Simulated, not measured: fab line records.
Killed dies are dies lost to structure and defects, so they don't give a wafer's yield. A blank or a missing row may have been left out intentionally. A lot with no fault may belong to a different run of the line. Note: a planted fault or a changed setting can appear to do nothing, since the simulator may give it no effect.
Which tool is to blame? | flow gf180mcu | 11 lots, 33 wafers sampled, at 4 steps of a route of 602

## WHAT THE GAUGES READ, wafer by wafer
GF_V4_RS_MEAS_24: the measuring method here is four-point-probe.
lot  | measured     | on           | V4_W_RS (ohm/sq)
L593 | day 24 12:02 | filmMetro-02 | 0.328 0.326 0.330
L595 | day 24 22:50 | filmMetro-02 | 0.326 0.328 0.332
L597 | day 26 01:55 | filmMetro-02 | 0.329 0.331 0.330
L598 | day 26 11:33 | filmMetro-03 | 0.334 0.331 0.334
L600 | day 26 16:43 | filmMetro-03 | 0.325 0.326 0.324
L601 | day 27 07:34 | filmMetro-02 | 0.328 0.330 0.331
L609 | day 29 13:52 | filmMetro-03 | 0.194 0.333 0.337
L610 | day 29 18:42 | filmMetro-03 | 0.330 0.192 0.331
L611 | day 30 03:02 | filmMetro-04 | 0.325 0.323 0.326
L613 | day 30 20:30 | filmMetro-03 | 0.330 0.325 0.329
L616 | day 31 08:56 | filmMetro-04 | 0.331 0.327 0.324

GF_V4_THK_MEAS_25: measures by xrf.
lot  | measured     | on           | V4_W_THK (nm)
L593 | day 24 12:08 | filmMetro-02 | 351 350 348
L595 | day 24 22:56 | filmMetro-02 | 352 351 347
L597 | day 26 02:02 | filmMetro-02 | 353 347 348
L598 | day 26 11:40 | filmMetro-03 | 348 350 348
L600 | day 26 16:50 | filmMetro-03 | 356 356 360
L601 | day 27 07:41 | filmMetro-02 | 353 351 349
L609 | day 29 13:59 | filmMetro-03 | - 354 347
L610 | day 29 18:48 | filmMetro-03 | 353 - 354
L611 | day 30 03:08 | filmMetro-04 | 359 363 359
L613 | day 30 20:36 | filmMetro-03 | 355 362 355
L616 | day 31 09:02 | filmMetro-04 | 359 364 371

## WHAT TOOL EACH LOT RAN ON (gives the tool, then ch and the chambers of the sampled wafers, and finally the start)
lot  | GF_V3_SPUTTER_22            | GF_V4_CVD_23
L593 | pvdSputter-03, day 22 11:44 | cvdW-01 ch 0,1, day 24 11:55
L595 | pvdSputter-04, day 22 23:41 | cvdW-01 ch 0, day 24 22:42
L597 | pvdSputter-04, day 24 04:02 | cvdW-02 ch 0,1, day 26 01:48
L598 | pvdSputter-01, day 24 13:26 | cvdW-02 ch 0,1, day 26 11:26
L600 | pvdSputter-03, day 24 19:28 | cvdW-01 ch 0, day 26 16:35
L601 | pvdSputter-01, day 25 10:42 | cvdW-02 ch 0,1, day 27 07:28
L609 | pvdSputter-04, day 27 21:16 | cvdW-02 ch 0,1, day 29 13:44
L610 | pvdSputter-01, day 28 00:52 | cvdW-02 ch 0,1, day 29 18:35
L611 | pvdSputter-01, day 28 08:16 | cvdW-01 ch 0,1, day 30 02:54
L613 | pvdSputter-04, day 29 04:22 | cvdW-01 ch 0,1, day 30 20:23
L616 | pvdSputter-04, day 29 16:49 | cvdW-01 ch 0,1, day 31 08:48
- GF_V3_SPUTTER_22: material TiN, target thk 10 nm, time 40 s.
- GF_V4_CVD_23: deposits W, target thk 350 nm, time 104.9 s.

## AS READ BY THE TOOLS THEMSELVES (means over the sampled wafers that have a number; for cases with no such wafer, the mark the record gives instead)
GF_V3_SPUTTER_22.
lot  | tool          | cathodeDcPowerW (W) | throttleValvePct (%)
L593 | pvdSputter-03 | 3999.6              | 30.1
L595 | pvdSputter-04 | 3998.9              | 30.7
L597 | pvdSputter-04 | 4000.0              | 29.4
L598 | pvdSputter-01 | 4000.1              | 28.9
L600 | pvdSputter-03 | 3999.9              | 29.5
L601 | pvdSputter-01 | 4000.4              | 28.9
L609 | pvdSputter-04 | 4000.2              | 30.2
L610 | pvdSputter-01 | 4000.3              | 28.7
L611 | pvdSputter-01 | 3999.8              | 29.2
L613 | pvdSputter-04 | 4000.2              | 30.7
L616 | pvdSputter-04 | 3999.9              | 29.8

GF_V4_CVD_23.
lot  | tool    | heaterPowerW (W)
L593 | cvdW-01 | 805
L595 | cvdW-01 | 901
L597 | cvdW-02 | 762
L598 | cvdW-02 | 711
L600 | cvdW-01 | 895
L601 | cvdW-02 | 763
L609 | cvdW-02 | 728
L610 | cvdW-02 | 764
L611 | cvdW-01 | 819
L613 | cvdW-01 | 817
L616 | cvdW-01 | 823

## THE ANSWER, worked out from the rows above alone
Rule: the lots themselves supply what counts as usual. The widest of any qualifying gaps counts: lots, ordered by their means at a reading, are off when they make up no more than a third of the lots, leave a main group of 4 or more, and stand apart from it by 3 or more times the standard deviation of that group's means. A main group whose means are all the same, to the digits that the tables above print for the reading, isn't used. Also off: a lot with no number at a reading for which 4 or more lots have one. Where the step has rows for the other lots, those lots are counted as sound. First the gauges in route order, then the tools' own readings, where a lot's mean is used as printed above. The first step at which some lot is off is used, and at that step the reading that is off furthest; a lot without a number counts as furthest.
Off: L609, L610, at GF_V4_RS_MEAS_24 (V4_W_RS). For the main group the mean is 0.328 ohm/sq and the standard deviation 0.0024.
A tool fits if, at a process step before that reading, it ran every lot that is off, and no sound lot after the first of them. Those tools and the gauges at GF_V4_RS_MEAS_24 are tried in the same way. One candidate fits, namely cvdW-02 at GF_V4_CVD_23. A fault onset in the window from L601 (day 27 07:28, its last sound lot) to L609 (day 29 13:44, its first lot off) fits.

## WHAT HAD BEEN PUT IN BY THE SIMULATOR
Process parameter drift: cvdW-02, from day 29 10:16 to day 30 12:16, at GF_V4_CVD_23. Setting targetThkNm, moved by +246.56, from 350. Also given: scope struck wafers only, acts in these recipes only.
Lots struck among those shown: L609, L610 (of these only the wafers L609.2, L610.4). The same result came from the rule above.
